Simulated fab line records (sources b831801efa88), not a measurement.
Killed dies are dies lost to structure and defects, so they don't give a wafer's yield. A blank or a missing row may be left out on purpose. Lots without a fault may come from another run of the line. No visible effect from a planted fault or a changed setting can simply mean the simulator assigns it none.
Chamber matching ; flow gf180mcu ; GF_V3_ETCH_16 on rie diel-03: 4 sister chambers
The step etches BARC in N2/H2. 8 wafers are shown with their chamber, then 10 later ones without.

## WAFERS PAIRED WITH THEIR CHAMBERS
wafer;chamber;drypump motor current A (A);oes product au (a.u.)
L088.2;3;5.4;0.864
L088.3;2;5.6;0.856
L088.6;0;5.6;0.862
L090.1;2;5.6;0.860
L090.2;0;5.6;0.859
L090.6;1;5.6;0.853
L092.1;3;5.5;0.859
L092.2;1;5.6;0.852

## WAFERS WITHOUT THEIR CHAMBER
wafer;drypump motor current A (A);oes product au (a.u.)
L092.6;5.6;0.852
L094.3;5.6;0.854
L094.4;5.6;0.862
L094.6;5.6;0.854
L095.2;5.6;0.852
L095.3;5.6;0.855
L095.6;5.6;0.855
L097.1;5.5;0.856
L097.4;5.6;0.854
L097.6;5.6;0.855

## WHICH CHAMBER EACH WENT THROUGH
wafer;from the rows above;in truth
L092.6;1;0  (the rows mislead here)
L094.3;can't be placed: 1 or 2 or 0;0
L094.4;can't be placed: 0 or 2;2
L094.6;can't be placed: 1 or 2 or 0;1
L095.2;1;1
L095.3;can't be placed: 1 or 2 or 0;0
L095.6;can't be placed: 1 or 2 or 0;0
L097.1;can't be placed: 3 or 2 or 1 or 0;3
L097.4;can't be placed: 1 or 2 or 0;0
L097.6;can't be placed: 1 or 2 or 0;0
Correctly placed: 1 of 10. Can't be placed from these rows: 8 (the true chamber is among the candidates in 8). Number placed wrongly: 1.
How it was worked out, from the rows above alone: a wafer's distance from a chamber is the root of the sum, over the readings, of the square of ((its reading less the chamber's mean) divided by the reading's scatter). The wafer belongs to the nearest chamber; if the next one is less than 2 further off, it can't be placed. For every chamber, the mean is computed from those of its wafers that are shown. How the scatter is found: for the shown wafers, subtract from each reading the mean of its chamber, square and add these, divide the total by (wafers less chambers), then take the root.
